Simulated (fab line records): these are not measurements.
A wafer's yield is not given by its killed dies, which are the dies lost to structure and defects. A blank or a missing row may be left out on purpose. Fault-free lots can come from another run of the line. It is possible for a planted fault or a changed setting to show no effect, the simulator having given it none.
fab line records ; flow sky130 ; part 1 of 2: steps 1 to 21 of 30
[record] lots = 5; wafers = 15; lastDay = 50
route steps=708 shown METAL5@675 PASSIVATION@681 PAD_OPEN@694
lots that met no fault: taken from a fault-free run of the same line
startH: the number of hours between the record's first day and the start of the first shown wafer of the lot ; waitH: how many hours have passed since the lot's step before this one ; " same as the row above ; L1.1+2: a row that stands for several wafers ; - value missing, or start not given ; * or withheld: withheld ; < > ~ a bound
route shown NAME@n: names a module that has steps shown in the file, with the first one's number in the route ; usual: mean/standard deviation taken from wafers without a fault ; same: alike in all rows ; chamber/n: place in a boat ; sites: per-site readings ; _std_site: how widely they spread, as a standard deviation ; _edge_site: outer sites' mean less inner sites' ; radiusMm: for every site, how far away it sits from the centre of the wafer ; mask NAME#n: copy n ; behind: the tool/chamber that last shaped the wafer ; hold: reason for holding the lot/hours on hold/outcome of the hold ; device: the transistor (n, p or np) that didn't switch ; end of line: tests of these same wafers at the route's end ; where a step has no rows: the recipe by itself ; killed: dies lost to structure and defects at the first sort, not the wafer's yield ; map: shows each die of a wafer: x if killed, . if not, _ if none is there
set.NAME: the setting as run; set.NAME@STEP: as run at that earlier step ; model.NAME: the simulator's own value behind a step, which no gauge read
lots at selected steps of the route; one table per step, one row per wafer
services: when a tool's chamber went out of use (startH, in hours from the record's first day, below 0 if earlier), for how many hours, and the reason
[[steps]]
[step SKY_METAL5_DESCUM_14]
[recipe] chemistry = O2; sourcePowerW = 150; biasPowerW = 0; pressureMtorr = 10; tempC = 40; timeS = 11
[usual] drypumpMotorCurrentA = 5.8/0.37; oesProductAu = 0.995/0.013; rfFwdPowerW = 147.2/0.88; tempC = 40.01/0.1
lot.wafer;tool;chamber;startH;waitH;drypumpMotorCurrentA;oesProductAu;rfFwdPowerW;rfHoursCounterH;tempC
L083.1;rieMetal-02;0;1086.12;0.1;6.2;0.979;147.0;22;40.44
L083.2;rieMetal-02;1;1086.12;0.1;5.4;0.985;147.9;21;40.01
L083.6;rieMetal-02;0;1086.12;0.1;6.2;0.991;146.7;-;40.08
L085.1;rieMetal-02;0;1101.31;0.1;6.3;0.986;147.3;23;39.89
L085.4;rieMetal-02;1;1101.31;0.1;5.4;1.003;147.6;-;40.02
L085.5;rieMetal-02;1;1101.31;0.1;5.4;0.986;147.6;-;39.86
L084.1;rieMetal-02;0;1103.11;0.1;6.3;0.984;146.6;24;39.99
L084.4;rieMetal-02;1;1103.11;0.1;5.4;0.995;148.7;-;39.94
L084.5;rieMetal-02;0;1103.11;0.1;6.3;0.981;147.7;-;39.99
L087.1;rieMetal-01;1;1109.17;0.1;5.5;0.993;146.7;4;39.95
L087.3;rieMetal-01;1;1109.17;0.1;5.6;1.003;147.4;-;39.95
L087.5;rieMetal-01;0;1109.17;0.1;5.4;1.016;146.9;-;40.15
L097.3;rieMetal-01;1;1169.78;0.1;5.6;0.993;147.1;-;40.08
L097.4;rieMetal-01;0;1169.78;0.1;5.5;1.023;146.2;-;40.19
L097.5;rieMetal-01;1;1169.78;0.1;5.6;0.987;146.8;-;40.09
[step SKY_METAL5_METAL_ETCH_15]
[recipe] targetDepthA = 12600; stopOn = SiO2; overEtchFrac = 0.2; timeS = 252; chemistry = Cl2/BCl3; resistSidewallDeg = 86; pressureMtorr = 10; icpW = 900; biasW = 48.5; Cl2_flow_sccm = 60; bcl3FlowSccm = 30
[usual] biasW = 48.48/0.13; drypumpMotorCurrentA = 5.8/0.38; oesProductAu = 0.893/0.005; rfFwdPowerW = 897.5/3; throttleValvePct = 22.266/0.0094
lot.wafer;tool;chamber;startH;waitH;biasW;drypumpMotorCurrentA;oesProductAu;rfFwdPowerW;rfHoursCounterH;throttleValvePct
L083.1;rieMetal-02;0;1086.15;0.0;48.47;6.3;0.897;898.5;22;22.262
L083.2;rieMetal-02;1;1086.15;0.0;48.40;5.4;0.895;899.8;21;22.266
L083.6;rieMetal-02;0;1086.15;0.0;48.47;6.3;0.892;895.7;-;22.276
L085.1;rieMetal-02;0;1101.35;0.0;48.53;6.2;0.894;898.5;24;22.272
L085.4;rieMetal-02;1;1101.35;0.0;48.46;5.4;0.893;899.4;-;22.266
L085.5;rieMetal-02;1;1101.35;0.0;48.50;5.5;0.898;897.5;-;22.271
L084.1;rieMetal-02;0;1103.15;0.0;48.67;6.3;0.897;898.0;24;22.256
L084.4;rieMetal-02;1;1103.15;0.0;48.40;5.4;0.893;901.4;-;22.263
L084.5;rieMetal-02;0;1103.15;0.0;48.68;6.3;0.900;897.9;-;22.275
L087.1;rieMetal-01;1;1109.20;0.0;48.73;5.6;0.893;898.8;4;22.281
L087.3;rieMetal-01;1;1109.20;0.0;48.59;5.6;0.899;896.6;-;22.277
L087.5;rieMetal-01;0;1109.20;0.0;48.52;5.4;0.885;899.9;-;22.271
L097.3;rieMetal-01;1;1169.88;0.1;48.29;5.6;0.889;899.9;-;22.267
L097.4;rieMetal-01;0;1169.88;0.1;48.62;5.4;0.896;898.1;-;22.277
L097.5;rieMetal-01;1;1169.88;0.1;48.26;5.6;0.888;897.0;-;22.266
[step SKY_METAL5_STRIP_16]
[recipe] chemistry = O2/N2; powerW = 1400; pressureMtorr = 1500; platenTempC = withheld; o2FlowSccm = 3000; n2FlowSccm = 300; overashFraction = 0.5
[usual] drypumpMotorCurrentA = 5.6/0.31; oesProductAu = 0.710/0.005; stripTimeToEndpointS = 13.14/0.15
lot.wafer;tool;chamber;startH;waitH;drypumpMotorCurrentA;oesProductAu;rfHoursCounterH;stripTimeToEndpointS
L083.1;plasmaAsher-03;1;1086.39;0.2;5.3;0.717;32;13.45
L083.2;plasmaAsher-03;0;1086.39;0.2;5.2;0.713;32;13.32
L083.6;plasmaAsher-03;1;1086.39;0.2;5.3;0.710;-;13.25
L085.1;plasmaAsher-02;0;1101.58;0.2;6.0;0.707;106;13.30
L085.4;plasmaAsher-02;0;1101.58;0.2;6.0;0.714;-;13.15
L085.5;plasmaAsher-02;0;1101.58;0.2;5.9;0.710;-;13.20
L084.1;plasmaAsher-02;1;1103.38;0.2;5.7;0.713;106;13.23
L084.4;plasmaAsher-02;0;1103.38;0.2;6.0;0.721;-;13.17
L084.5;plasmaAsher-02;1;1103.38;0.2;5.7;0.707;-;13.23
L087.1;plasmaAsher-02;0;1109.44;0.2;5.9;0.705;107;13.24
L087.3;plasmaAsher-02;0;1109.44;0.2;6.0;0.706;-;13.17
L087.5;plasmaAsher-02;0;1109.44;0.2;6.0;0.707;-;13.00
L097.3;plasmaAsher-02;0;1170.07;0.1;5.9;0.707;-;13.23
L097.4;plasmaAsher-02;1;1170.07;0.1;5.7;0.715;-;12.85
L097.5;plasmaAsher-02;0;1170.07;0.1;5.9;0.715;-;13.29
[step SKY_METAL5_STRIP_17]
[recipe] chemistry = postEtchResidueRemover; timeS = 1200; tempC = 72.5
[usual] bathHeatDutyPct = 13.9/2; tempC = 72.51/0.1
lot.wafer;tool;chamber;startH;waitH;bathHeatDutyPct;tempC
L083.1;wetBench-03;2;1086.49;0.1;15.4;72.43
L083.2;wetBench-03;2;1086.49;0.1;14.4;72.53
L083.6;wetBench-03;2;1086.49;0.1;12.2;72.20
L085.1;wetBench-04;2;1101.68;0.1;16.0;72.44
L085.4;wetBench-04;2;1101.68;0.1;16.4;72.45
L085.5;wetBench-04;2;1101.68;0.1;16.0;72.65
L084.1;wetBench-03;3;1103.48;0.1;14.3;72.51
L084.4;wetBench-03;3;1103.48;0.1;12.4;72.41
L084.5;wetBench-03;3;1103.48;0.1;13.2;72.68
L087.1;wetBench-04;0;1109.54;0.1;16.7;72.40
L087.3;wetBench-04;0;1109.54;0.1;15.6;72.30
L087.5;wetBench-04;0;1109.54;0.1;17.2;72.56
L097.3;wetBench-04;2;1170.21;0.1;16.0;72.49
L097.4;wetBench-04;2;1170.21;0.1;15.2;72.50
L097.5;wetBench-04;2;1170.21;0.1;16.2;72.57
[step SKY_METAL5_CLEAN_18]
[recipe] chemistry = IPA; timeS = 180; tempC = 25
[usual] bathHeatDutyPct = 6.3/0.82; tempC = 25.02/0.11
lot.wafer;tool;chamber;startH;waitH;bathHeatDutyPct;tempC
L083.1;wetBench-03;2;1086.89;0.1;6.4;24.93
L083.2;wetBench-03;2;1086.89;0.1;7.1;25.08
L083.6;wetBench-03;2;1086.89;0.1;5.8;24.78
L085.1;wetBench-03;3;1102.02;0.0;6.1;25.01
L085.4;wetBench-03;3;1102.02;0.0;6.4;25.02
L085.5;wetBench-03;3;1102.02;0.0;5.1;25.00
L084.1;wetBench-04;1;1103.82;0.0;7.6;25.11
L084.4;wetBench-04;1;1103.82;0.0;7.7;24.95
L084.5;wetBench-04;1;1103.82;0.0;7.7;24.99
L087.1;wetBench-04;2;1109.88;0.0;7.1;25.01
L087.3;wetBench-04;2;1109.88;0.0;5.6;25.04
L087.5;wetBench-04;2;1109.88;0.0;7.0;25.07
L097.3;wetBench-02;3;1170.56;0.0;6.7;24.97
L097.4;wetBench-02;3;1170.56;0.0;7.3;25.04
L097.5;wetBench-02;3;1170.56;0.0;5.7;25.14
[step SKY_METAL5_CLEAN_19]
[recipe] chemistry = O3/DIW; dry = n2Spin
lot.wafer;tool;chamber;startH;waitH
L083.1+2+6;wetBench-04;3;1086.96;0.0
L085.1+4+5;wetBench-04;2;1102.08;0.0
L084.1+4+5;wetBench-03;1;1103.88;0.0
L087.1+3+5;wetBench-04;3;1109.94;0.0
L097.3+4+5;wetBench-02;1;1170.61;0.0
[step SKY_PASSIVATION_CVD_00]
[recipe] material = SiO2; targetThkNm = 90; tempC = 400; timeS = withheld; rfW = 600
[usual] heaterPowerW = 649/94; rfFwdPowerW = 587/3; susceptorTempC = 400.01/0.23
lot.wafer;tool;chamber;startH;waitH;heaterPowerW;rfFwdPowerW;susceptorTempC
L083.1;pecvd-01;1;1087.05;0.0;627;587;399.85
L083.2;pecvd-01;0;1087.05;0.0;445;587;400.02
L083.6;pecvd-01;2;1087.05;0.0;677;589;399.98
L085.1;pecvd-01;2;1102.17;0.0;711;589;400.25
L085.4;pecvd-01;0;1102.17;0.0;491;584;400.11
L085.5;pecvd-01;2;1102.17;0.0;735;591;400.16
L084.1;pecvd-02;1;1103.97;0.0;642;588;400.16
L084.4;pecvd-02;0;1103.97;0.0;644;586;400.16
L084.5;pecvd-02;0;1103.97;0.0;656;582;400.39
L087.1;pecvd-02;2;1110.03;0.0;784;584;400.01
L087.3;pecvd-02;2;1110.03;0.0;770;587;399.95
L087.5;pecvd-02;2;1110.03;0.0;792;586;399.83
L097.3;pecvd-04;1;1170.71;0.0;588;592;400.06
L097.4;pecvd-04;0;1170.71;0.0;665;586;400.18
L097.5;pecvd-04;2;1170.71;0.0;662;585;399.92
[step SKY_PASSIVATION_THK_MEAS_01]
[recipe] reads = SiO2_of_PASSIVATION_CVD_00
[usual] PASSIVATION_CVD_00_THK = 89.8/1.3
lot.wafer;tool;chamber;startH;waitH;PASSIVATION_CVD_00_THK[nm]
L083.1;filmMetro-01;-;1087.07;-;91.1
L083.2;filmMetro-01;-;1087.07;-;88.9
L083.6;filmMetro-01;-;1087.07;-;90.4
L085.1;filmMetro-04;-;1102.20;-;90.0
L085.4;filmMetro-04;-;1102.20;-;89.4
L085.5;filmMetro-04;-;1102.20;-;90.2
L084.1;filmMetro-04;-;1104.01;-;87.2
L084.4;filmMetro-04;-;1104.01;-;90.1
L084.5;filmMetro-04;-;1104.01;-;91.3
L087.1;filmMetro-02;-;1110.06;-;88.7
L087.3;filmMetro-02;-;1110.06;-;88.9
L087.5;filmMetro-02;-;1110.06;-;89.8
L097.3;filmMetro-01;-;1170.75;-;88.7
L097.4;filmMetro-01;-;1170.75;-;90.2
L097.5;filmMetro-01;-;1170.75;-;89.2
[step SKY_PASSIVATION_CVD_02]
[recipe] material = Si3N4; targetThkNm = 540; tempC = 400; timeS = withheld; rfW = 450
[usual] heaterPowerW = 691/96; rfFwdPowerW = 449.0/1.5; susceptorTempC = 399.97/0.24
lot.wafer;tool;chamber;startH;waitH;heaterPowerW;rfFwdPowerW;susceptorTempC
L083.1;pecvd-02;2;1087.13;0.1;730;447.9;400.24
L083.2;pecvd-02;0;1087.13;0.1;779;447.9;400.19
L083.6;pecvd-02;1;1087.13;0.1;597;448.9;400.80
L085.1;pecvd-04;2;1102.26;0.1;689;447.3;399.67
L085.4;pecvd-04;1;1102.26;0.1;638;449.9;400.11
L085.5;pecvd-04;0;1102.26;0.1;804;448.2;400.08
L084.1;pecvd-01;2;1104.07;0.1;757;449.8;400.24
L084.4;pecvd-01;1;1104.07;0.1;643;447.7;399.75
L084.5;pecvd-01;1;1104.07;0.1;675;448.8;399.73
L087.1;pecvd-01;0;1110.12;0.1;590;444.8;399.85
L087.3;pecvd-01;2;1110.12;0.1;692;448.2;399.91
L087.5;pecvd-01;0;1110.12;0.1;600;448.3;400.16
L097.3;pecvd-02;1;1170.79;0.0;737;449.4;400.11
L097.4;pecvd-02;2;1170.79;0.0;786;449.2;400.05
L097.5;pecvd-02;0;1170.79;0.0;756;445.8;399.85
[step SKY_PASSIVATION_THK_MEAS_03]
[recipe] reads = Si3N4_of_PASSIVATION_CVD_02
[usual] PASSIVATION_CVD_02_THK = 538/7.9
lot.wafer;tool;chamber;startH;waitH;PASSIVATION_CVD_02_THK[nm]
L083.1;filmMetro-04;-;1087.35;-;543
L083.2;filmMetro-04;-;1087.35;-;528
L083.6;filmMetro-04;-;1087.35;-;543
L085.1;filmMetro-02;-;1102.48;-;535
L085.4;filmMetro-02;-;1102.48;-;556
L085.5;filmMetro-02;-;1102.48;-;546
L084.1;filmMetro-02;-;1104.40;-;543
L084.4;filmMetro-02;-;1104.40;-;543
L084.5;filmMetro-02;-;1104.40;-;544
L087.1;filmMetro-02;-;1110.35;-;543
L087.3;filmMetro-02;-;1110.35;-;542
L087.5;filmMetro-02;-;1110.35;-;552
L097.3;filmMetro-04;-;1171.03;-;530
L097.4;filmMetro-04;-;1171.03;-;536
L097.5;filmMetro-04;-;1171.03;-;535
[step SKY_PASSIVATION_DEHYDRATE_04]
[recipe] tempC = 200; timeS = 60
[usual] exhaustPa = 45.0/0.77
lot.wafer;tool;chamber;startH;waitH;exhaustPa
L083.1;lithoTrack-04;0;1096.94;9.6;44.8
L083.2;lithoTrack-04;0;1096.94;9.6;44.4
L083.6;lithoTrack-04;0;1096.94;9.6;45.0
L085.1;lithoTrack-01;0;1111.70;9.2;44.8
L085.4;lithoTrack-01;0;1111.70;9.2;44.7
L085.5;lithoTrack-01;0;1111.70;9.2;45.1
L084.1;lithoTrack-01;0;1113.80;9.4;45.1
L084.4;lithoTrack-01;0;1113.80;9.4;44.3
L084.5;lithoTrack-01;0;1113.80;9.4;44.6
L087.1;lithoTrack-04;0;1119.89;9.5;44.2
L087.3;lithoTrack-04;0;1119.89;9.5;44.7
L087.5;lithoTrack-04;0;1119.89;9.5;44.4
L097.3;lithoTrack-01;0;1178.10;7.1;45.5
L097.4;lithoTrack-01;0;1178.10;7.1;44.1
L097.5;lithoTrack-01;0;1178.10;7.1;45.2
[step SKY_PASSIVATION_HMDS_05]
[recipe] primeTimeS = 60; primeTempC = 120
[usual] exhaustPa = 45.1/0.97
lot.wafer;tool;chamber;startH;waitH;exhaustPa
L083.1;lithoTrack-04;0;1097.09;0.1;44.3
L083.2;lithoTrack-04;0;1097.09;0.1;45.3
L083.6;lithoTrack-04;0;1097.09;0.1;45.5
L085.1;lithoTrack-01;0;1111.85;0.1;45.2
L085.4;lithoTrack-01;0;1111.85;0.1;43.8
L085.5;lithoTrack-01;0;1111.85;0.1;45.0
L084.1;lithoTrack-01;0;1113.95;0.1;45.0
L084.4;lithoTrack-01;0;1113.95;0.1;44.7
L084.5;lithoTrack-01;0;1113.95;0.1;45.3
L087.1;lithoTrack-04;0;1120.04;0.1;44.1
L087.3;lithoTrack-04;0;1120.04;0.1;44.9
L087.5;lithoTrack-04;0;1120.04;0.1;44.1
L097.3;lithoTrack-01;0;1178.25;0.1;45.5
L097.4;lithoTrack-01;0;1178.25;0.1;45.4
L097.5;lithoTrack-01;0;1178.25;0.1;46.1
[step SKY_PASSIVATION_COAT_06]
[recipe] spinRpm = 2000; resistThkNm = 3000
[usual] exhaustPa = 44.8/0.88; spinSpeedRpm = 1999.8/1.3
lot.wafer;tool;chamber;startH;waitH;exhaustPa;spinSpeedRpm
L083.1;lithoTrack-04;0;1097.24;0.1;44.9;1999.6
L083.2;lithoTrack-04;0;1097.24;0.1;45.2;2000.3
L083.6;lithoTrack-04;0;1097.24;0.1;45.1;2001.1
L085.1;lithoTrack-01;0;1112.00;0.1;44.4;1999.4
L085.4;lithoTrack-01;0;1112.00;0.1;45.8;1999.1
L085.5;lithoTrack-01;0;1112.00;0.1;45.0;1999.3
L084.1;lithoTrack-01;0;1114.10;0.1;44.8;1999.7
L084.4;lithoTrack-01;0;1114.10;0.1;43.5;2001.2
L084.5;lithoTrack-01;0;1114.10;0.1;44.6;1999.3
L087.1;lithoTrack-04;0;1120.19;0.1;47.2;1998.6
L087.3;lithoTrack-04;0;1120.19;0.1;46.5;1999.2
L087.5;lithoTrack-04;0;1120.19;0.1;45.0;2000.8
L097.3;lithoTrack-01;0;1178.40;0.1;45.1;2000.6
L097.4;lithoTrack-01;0;1178.40;0.1;44.0;1999.1
L097.5;lithoTrack-01;0;1178.40;0.1;45.6;1998.4
[step SKY_PASSIVATION_SOFTBAKE_07]
[recipe] tempC = 110; timeS = withheld
[usual] exhaustPa = 45.0/0.99
lot.wafer;tool;chamber;startH;waitH;exhaustPa
L083.1;lithoTrack-04;0;1097.39;0.1;44.2
L083.2;lithoTrack-04;0;1097.39;0.1;43.7
L083.6;lithoTrack-04;0;1097.39;0.1;45.4
L085.1;lithoTrack-01;0;1112.15;0.1;45.1
L085.4;lithoTrack-01;0;1112.15;0.1;42.9
L085.5;lithoTrack-01;0;1112.15;0.1;44.2
L084.1;lithoTrack-01;0;1114.25;0.1;44.8
L084.4;lithoTrack-01;0;1114.25;0.1;43.4
L084.5;lithoTrack-01;0;1114.25;0.1;46.2
L087.1;lithoTrack-04;0;1120.34;0.1;45.7
L087.3;lithoTrack-04;0;1120.34;0.1;45.6
L087.5;lithoTrack-04;0;1120.34;0.1;45.0
L097.3;lithoTrack-01;0;1178.56;0.1;44.5
L097.4;lithoTrack-01;0;1178.56;0.1;44.4
L097.5;lithoTrack-01;0;1178.56;0.1;44.7
[step SKY_PASSIVATION_EXPOSE_08]
[recipe] maskId = NSM; targetCdNm = 3000; na = 0.57; doseMj = 260
lot.wafer;tool;chamber;startH;waitH;mask
L083.1+2+6;ilineStepper-01;0;-;-;NSM#0
L085.1+4+5;ilineStepper-02;0;-;-;NSM#0
L084.1+4+5;ilineStepper-02;0;-;-;NSM#0
L087.1+3+5;ilineStepper-02;0;-;-;NSM#0
L097.3+4+5;ilineStepper-02;0;-;-;NSM#0
[step SKY_PASSIVATION_PEB_09]
[recipe] tempC = 115; timeS = withheld
[usual] exhaustPa = 45.0/0.93
lot.wafer;tool;chamber;startH;waitH;exhaustPa
L083.1;lithoTrack-03;0;-;-;44.8
L083.2;lithoTrack-03;0;-;-;44.5
L083.6;lithoTrack-03;0;-;-;45.2
L085.1;lithoTrack-03;0;-;-;45.7
L085.4;lithoTrack-03;0;-;-;47.1
L085.5;lithoTrack-03;0;-;-;45.9
L084.1;lithoTrack-03;0;-;-;44.0
L084.4;lithoTrack-03;0;-;-;44.1
L084.5;lithoTrack-03;0;-;-;45.4
L087.1;lithoTrack-04;0;-;-;47.1
L087.3;lithoTrack-04;0;-;-;45.3
L087.5;lithoTrack-04;0;-;-;45.9
L097.3;lithoTrack-01;0;-;-;43.8
L097.4;lithoTrack-01;0;-;-;44.7
L097.5;lithoTrack-01;0;-;-;45.2
[step SKY_PASSIVATION_DEVELOP_10]
[recipe] developTimeS = 60; devTempC = 23
[usual] exhaustPa = 44.8/0.87
[same] developTimeS = 60
lot.wafer;tool;chamber;startH;waitH;exhaustPa
L083.1;lithoTrack-03;0;-;-;45.1
L083.2;lithoTrack-03;0;-;-;45.5
L083.6;lithoTrack-03;0;-;-;44.5
L085.1;lithoTrack-03;0;-;-;45.1
L085.4;lithoTrack-03;0;-;-;44.8
L085.5;lithoTrack-03;0;-;-;45.2
L084.1;lithoTrack-03;0;-;-;45.4
L084.4;lithoTrack-03;0;-;-;44.4
L084.5;lithoTrack-03;0;-;-;43.6
L087.1;lithoTrack-04;0;-;-;45.0
L087.3;lithoTrack-04;0;-;-;44.5
L087.5;lithoTrack-04;0;-;-;45.7
L097.3;lithoTrack-01;0;-;-;45.5
L097.4;lithoTrack-01;0;-;-;46.5
L097.5;lithoTrack-01;0;-;-;45.3
[step SKY_PASSIVATION_ETCH_11]
[recipe] chemistry = CF4/O2; targetDepthNm = 725; stopOn = AlCu; sourceW = 800; biasW = 150; pressureMtorr = 150; cf4FlowSccm = 80; O2_flow_sccm = 10; timeS = 161.1
[usual] biasW = 149.9/0.46; cf4FlowSccm = 80.02/0.25; drypumpMotorCurrentA = 5.8/0.41; oesProductAu = 0.976/0.0076; rfFwdPowerW = 797.2/2.6; throttleValvePct = 5.965/0.0092
lot.wafer;tool;chamber;startH;waitH;biasW;cf4FlowSccm;drypumpMotorCurrentA;oesProductAu;rfFwdPowerW;rfHoursCounterH;throttleValvePct
L083.1;rieDiel-01;0;1107.91;-;149.7;79.99;5.6;0.981;793.8;24;5.964
L083.2;rieDiel-01;1;1107.91;-;149.3;79.75;5.8;0.965;801.5;26;5.956
L083.6;rieDiel-01;0;1107.91;-;149.8;79.94;5.6;0.984;797.5;-;5.947
L085.1;rieDiel-02;2;1122.06;-;149.9;79.83;5.0;0.973;795.4;15;5.961
L085.4;rieDiel-02;3;1122.06;-;149.4;80.12;6.3;0.987;797.5;15;5.969
L085.5;rieDiel-02;2;1122.06;-;150.1;79.99;5.1;0.988;796.0;-;5.966
L084.1;rieDiel-01;1;1123.76;-;149.9;79.76;5.8;0.971;799.4;26;5.969
L084.4;rieDiel-01;3;1123.76;-;150.1;80.04;5.2;0.973;797.4;20;5.957
L084.5;rieDiel-01;3;1123.76;-;149.9;79.79;5.2;0.986;793.6;-;5.991
L087.1;rieDiel-01;2;1130.24;-;149.8;80.04;6.0;0.981;798.0;1;5.964
L087.3;rieDiel-01;3;1130.24;-;149.9;80.18;5.2;0.978;792.7;20;5.979
L087.5;rieDiel-01;3;1130.24;-;149.8;80.51;5.2;0.987;793.6;-;5.985
L097.3;rieDiel-01;2;1186.80;-;149.9;80.24;6.0;0.965;800.7;3;5.973
L097.4;rieDiel-01;0;1186.80;-;149.8;79.79;5.6;0.976;793.3;26;5.954
L097.5;rieDiel-01;1;1186.80;-;149.7;79.41;5.8;0.977;795.3;-;5.957
[step SKY_PASSIVATION_STRIP_12]
[recipe] chemistry = O2/N2; powerW = 1400; pressureMtorr = 1500; platenTempC = withheld; overashFraction = 0.7; o2FlowSccm = 3000; n2FlowSccm = 300
[usual] drypumpMotorCurrentA = 5.8/0.46; oesProductAu = 0.661/0.0045; stripTimeToEndpointS = 31.41/0.16
lot.wafer;tool;chamber;startH;waitH;drypumpMotorCurrentA;oesProductAu;rfHoursCounterH;stripTimeToEndpointS
L083.1;plasmaAsher-04;1;1108.02;0.1;5.9;0.672;70;31.45
L083.2;plasmaAsher-04;0;1108.02;0.1;5.2;0.660;70;31.20
L083.6;plasmaAsher-04;1;1108.02;0.1;5.9;0.652;-;31.34
L085.1;plasmaAsher-01;0;1122.17;0.1;5.9;0.653;5;31.51
L085.4;plasmaAsher-01;0;1122.17;0.1;5.8;0.657;-;31.62
L085.5;plasmaAsher-01;0;1122.17;0.1;5.9;0.661;-;31.42
L084.1;plasmaAsher-04;1;1123.87;0.1;5.9;0.660;71;31.24
L084.4;plasmaAsher-04;1;1123.87;0.1;5.9;0.667;-;31.48
L084.5;plasmaAsher-04;0;1123.87;0.1;5.2;0.660;-;31.50
L087.1;plasmaAsher-01;0;1130.35;0.1;5.8;0.660;6;31.52
L087.3;plasmaAsher-01;0;1130.35;0.1;5.8;0.667;-;31.57
L087.5;plasmaAsher-01;1;1130.35;0.1;6.7;0.657;-;31.52
L097.3;plasmaAsher-04;1;1186.94;0.1;5.9;0.658;-;31.39
L097.4;plasmaAsher-04;0;1186.94;0.1;5.2;0.662;-;31.44
L097.5;plasmaAsher-04;1;1186.94;0.1;5.9;0.659;-;31.25
[step SKY_PAD_OPEN_DEHYDRATE_00]
[recipe] tempC = 200; timeS = 60
[usual] exhaustPa = 44.9/0.95
lot.wafer;tool;chamber;startH;waitH;exhaustPa
L083.1;lithoTrack-02;0;1117.42;9.4;44.7
L083.2;lithoTrack-02;0;1117.42;9.4;43.9
L083.6;lithoTrack-02;0;1117.42;9.4;44.6
L085.1;lithoTrack-03;0;1131.16;9.0;43.4
L085.4;lithoTrack-03;0;1131.16;9.0;45.9
L085.5;lithoTrack-03;0;1131.16;9.0;44.0
L084.1;lithoTrack-03;0;1132.96;9.1;44.5
L084.4;lithoTrack-03;0;1132.96;9.1;43.2
L084.5;lithoTrack-03;0;1132.96;9.1;44.2
L087.1;lithoTrack-04;0;1138.39;8.0;44.5
L087.3;lithoTrack-04;0;1138.39;8.0;44.6
L087.5;lithoTrack-04;0;1138.39;8.0;45.2
L097.3;lithoTrack-02;0;1193.87;6.9;45.0
L097.4;lithoTrack-02;0;1193.87;6.9;45.1
L097.5;lithoTrack-02;0;1193.87;6.9;45.6
[step SKY_PAD_OPEN_HMDS_01]
[recipe] primeTimeS = 60; primeTempC = 120
[usual] exhaustPa = 45.0/0.86
lot.wafer;tool;chamber;startH;waitH;exhaustPa
L083.1;lithoTrack-02;0;1117.57;0.1;44.2
L083.2;lithoTrack-02;0;1117.57;0.1;43.9
L083.6;lithoTrack-02;0;1117.57;0.1;45.2
L085.1;lithoTrack-03;0;1131.31;0.1;45.1
L085.4;lithoTrack-03;0;1131.31;0.1;46.7
L085.5;lithoTrack-03;0;1131.31;0.1;44.6
L084.1;lithoTrack-03;0;1133.11;0.1;45.5
L084.4;lithoTrack-03;0;1133.11;0.1;44.4
L084.5;lithoTrack-03;0;1133.11;0.1;44.1
L087.1;lithoTrack-04;0;1138.54;0.1;45.2
L087.3;lithoTrack-04;0;1138.54;0.1;45.4
L087.5;lithoTrack-04;0;1138.54;0.1;45.1
L097.3;lithoTrack-02;0;1194.02;0.1;44.6
L097.4;lithoTrack-02;0;1194.02;0.1;45.4
L097.5;lithoTrack-02;0;1194.02;0.1;45.7
